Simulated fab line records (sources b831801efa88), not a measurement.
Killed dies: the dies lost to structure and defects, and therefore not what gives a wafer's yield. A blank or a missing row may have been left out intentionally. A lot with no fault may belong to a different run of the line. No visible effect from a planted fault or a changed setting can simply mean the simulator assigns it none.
Which tool is to blame?	flow sky130	13 lots with 39 wafers sampled at 5 steps, on a route of 708 steps

== WHAT THE GAUGES SHOWED, per wafer ==
SKY_LDD_P_TW_MEAS_11. Usual: LDD_P_TW 636, standard deviation 6.9.
lot	measured	on	LDD_P_TW	flag
L579	day 18 19:29	filmMetro-04	630 627 633	
L580	day 19 08:20	filmMetro-04	630 629 631	
L583	day 20 20:51	filmMetro-04	629 626 627	
L588	day 22 14:18	filmMetro-04	628 627 625	
L590	day 23 10:55	filmMetro-04	626 628 626	
L594	day 24 10:31	filmMetro-03	638 634 636	
L596	day 25 05:10	filmMetro-01	641 642 642	
L597	day 25 21:48	filmMetro-01	639 642 638	
L598	day 26 04:11	filmMetro-03	640 645 642	
L599	day 26 12:17	filmMetro-01	639 643 643	
L600	day 26 14:19	filmMetro-03	640 642 641	
L601	day 26 18:24	filmMetro-03	642 640 645	
L602	day 27 11:34	filmMetro-04	626 623 626	

SKY_SD_P_TW_MEAS_11. Usual: SD_P_TW 2811, standard deviation 26.
lot	measured	on	SD_P_TW	flag
L579	day 25 07:30	filmMetro-04	2790 2785 2794	
L580	day 25 18:40	filmMetro-02	2791 2825 2796	
L583	day 27 05:28	filmMetro-04	2771 2779 2789	
L588	day 28 18:59	filmMetro-03	2865 2852 2861	
L590	day 29 17:34	filmMetro-04	2767 2778 2789	
L594	day 30 15:10	filmMetro-03	2834 2847 2841	
L596	day 31 07:23	filmMetro-04	2801 2772 2791	
L597	day 31 22:41	filmMetro-03	2839 2834 2822	
L598	day 32 05:50	filmMetro-04	2800 2786 2787	
L599	day 32 11:10	filmMetro-04	2796 2784 2786	
L600	day 32 13:56	filmMetro-02	2807 2798 2809	
L601	day 32 19:10	filmMetro-02	2819 2814 2812	
L602	day 33 09:13	filmMetro-02	2799 2810 2804	

SKY_RES_XHIGH_TW_MEAS_09. Usual: RES_XHIGH_TW 1630, standard deviation 12.
lot	measured	on	RES_XHIGH_TW	flag
L579	day 26 12:56	filmMetro-04	1635 1623 1619	
L580	day 26 23:05	filmMetro-03	1656 1655 1651	
L583	day 28 09:27	filmMetro-04	1616 1612 1615	
L588	day 29 23:18	filmMetro-02	30 1629 30	OFF
L590	day 30 21:44	filmMetro-04	30 1616 1615	OFF
L594	day 31 18:33	filmMetro-03	1643 1646 1637	
L596	day 32 11:28	filmMetro-04	1623 1616 1617	
L597	day 33 01:58	filmMetro-02	1632 1629 1628	
L598	day 33 08:50	filmMetro-03	1648 1650 1657	
L599	day 33 14:13	filmMetro-04	1623 1621 1632	
L600	day 33 16:28	filmMetro-02	1620 1629 1633	
L601	day 33 21:07	filmMetro-04	1623 1626 1626	
L602	day 34 11:47	filmMetro-03	1643 1644 1637	

== TOOL THAT RAN EACH LOT (tool first, then ch and the chambers of the sampled wafers, then the start) ==
lot	SKY_LDD_HVP_STRIP_09	SKY_RES_XHIGH_DEVELOP_06
L579	plasmaAsher-02 ch 0,1, day 21 08:20	lithoTrack-01 ch 0, day 26 12:32
L580	plasmaAsher-02 ch 0,1, day 21 21:46	lithoTrack-02 ch 0, day 26 22:41
L583	plasmaAsher-03 ch 0,1, day 23 09:59	lithoTrack-02 ch 0, day 28 09:05
L588	plasmaAsher-03 ch 0,1, day 25 02:01	lithoTrack-02 ch 0, day 29 22:56
L590	plasmaAsher-01 ch 0,1, day 25 22:45	lithoTrack-02 ch 0, day 30 21:20
L594	plasmaAsher-01 ch 0,1, day 26 21:48	lithoTrack-01 ch 0, day 31 18:10
L596	plasmaAsher-03 ch 0,1, day 27 15:44	lithoTrack-04 ch 0, day 32 11:05
L597	plasmaAsher-01 ch 0,1, day 28 07:53	lithoTrack-01 ch 0, day 33 01:35
L598	plasmaAsher-01 ch 0,1, day 28 15:25	lithoTrack-02 ch 0, day 33 08:27
L599	plasmaAsher-03 ch 0,1, day 28 21:42	lithoTrack-04 ch 0, day 33 13:50
L600	plasmaAsher-02 ch 0,1, day 28 23:14	lithoTrack-02 ch 0, day 33 16:06
L601	plasmaAsher-01 ch 1, day 29 03:13	lithoTrack-04 ch 0, day 33 20:43
L602	plasmaAsher-02 ch 0,1, day 29 20:19	lithoTrack-02 ch 0, day 34 11:23
- SKY_LDD_HVP_STRIP_09: strips in O2/N2.
- SKY_RES_XHIGH_DEVELOP_06: develop time 60 s.

== AS READ BY THE TOOLS THEMSELVES (means over the sampled wafers that have a number; for cases with no such wafer, the mark the record gives instead) ==
SKY_LDD_HVP_STRIP_09. Usual: drypumpMotorCurrentA 5.6 A, standard deviation 0.66; n2FlowSccm 299.9 sccm, standard deviation 0.93; oesProductAu 0.408 a.u., standard deviation 0.0037; stripTimeToEndpointS 4.134 s, standard deviation 0.015.
lot	tool	drypumpMotorCurrentA (A)	n2FlowSccm (sccm)	oesProductAu (a.u.)	stripTimeToEndpointS (s)	flag
L579	plasmaAsher-02	6.3	300.0	0.409	4.157	
L580	plasmaAsher-02	6.2	299.4	0.408	4.137	
L583	plasmaAsher-03	5.7	300.3	0.409	4.153	
L588	plasmaAsher-03	5.7	300.0	0.410	4.137	
L590	plasmaAsher-01	4.8	299.5	0.413	4.137	
L594	plasmaAsher-01	4.9	299.5	0.413	4.118	
L596	plasmaAsher-03	5.7	300.2	0.410	4.127	
L597	plasmaAsher-01	4.9	299.3	0.408	4.140	
L598	plasmaAsher-01	4.9	300.0	0.410	4.134	
L599	plasmaAsher-03	6.0	299.1	0.411	4.126	
L600	plasmaAsher-02	6.3	300.6	0.407	4.124	
L601	plasmaAsher-01	4.8	299.7	0.409	4.106	
L602	plasmaAsher-02	6.3	299.5	0.405	4.131	

== THE ANSWER, worked out from the rows above alone ==
Rule: lot off if the mean of its wafers having a number is beyond 3 standard deviations from the usual mean. Also off: a lot with no number at a reading for which 4 or more lots have one. Any other lot the step has rows for is counted as sound. The gauges are gone through in route order, then the tools' own readings, and for those a lot's mean is taken as printed above. The first step at which some lot is off is used, and at that step the reading that is off furthest; a lot without a number counts as furthest.
Off: L588, L590, seen at SKY_RES_XHIGH_TW_MEAS_09 (RES_XHIGH_TW).
A tool fits if, at a process step before that reading, it ran every lot that is off, and no sound lot after the first of them. Those tools and the gauges at SKY_RES_XHIGH_TW_MEAS_09 are tried in the same way. Of those tried, none fits.

== WHAT HAD BEEN PUT IN BY THE SIMULATOR ==
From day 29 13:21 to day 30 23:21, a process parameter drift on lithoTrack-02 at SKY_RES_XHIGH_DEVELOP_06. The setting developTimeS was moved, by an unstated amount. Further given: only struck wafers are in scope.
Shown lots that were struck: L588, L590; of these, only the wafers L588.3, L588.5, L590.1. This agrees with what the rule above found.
